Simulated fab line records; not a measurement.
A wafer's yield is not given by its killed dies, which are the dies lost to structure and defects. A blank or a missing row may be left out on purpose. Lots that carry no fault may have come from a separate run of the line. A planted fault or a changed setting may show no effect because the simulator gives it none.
Matching of chambers -- flow sky130 -- 3 sister chambers for SKY_CONTACT_CVD_00 on pecvd-03
The step deposits Si3N4, target thk 75 nm. 3 wafers are shown with their chamber, then 10 later ones without.

== EACH WAFER AND ITS CHAMBER ==
wafer,chamber,heater-power-w (W)
L085.5,1,798
L086.1,2,673
L086.4,0,670

== WAFERS WITHOUT THEIR CHAMBER ==
wafer,heater-power-w (W)
L086.6,664
L088.4,837
L088.5,690
L088.6,636
L092.1,659
L092.2,567
L092.4,663
L094.1,625
L094.5,619
L094.6,882

== WHICH CHAMBER EACH ONE RAN IN ==
wafer,from the rows above,in truth
L086.6,can't be placed: 0 or 2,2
L088.4,1,1
L088.5,can't be placed: 2 or 0 or 1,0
L088.6,can't be placed: 0 or 2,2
L092.1,can't be placed: 0 or 2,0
L092.2,can't be placed: 0 or 2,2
L092.4,can't be placed: 0 or 2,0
L094.1,can't be placed: 0 or 2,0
L094.5,can't be placed: 0 or 2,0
L094.6,1,1
2 of 10 placed correctly. Cannot be placed on the basis of these rows: 8; the candidates contain the true chamber in 8. Number placed wrongly: 0.
How it was worked out, from the rows above alone: a wafer's distance from a chamber is the root of the sum, over the readings, of the square of ((its reading less the chamber's mean) divided by the reading's scatter). The wafer belongs to the nearest chamber; if the next one is less than 2 further off, it can't be placed. Each chamber's mean is taken over the wafers shown for it. The scatter: root of mean squared gap, hidden wafer to nearest shown wafer, with one shown wafer a chamber.
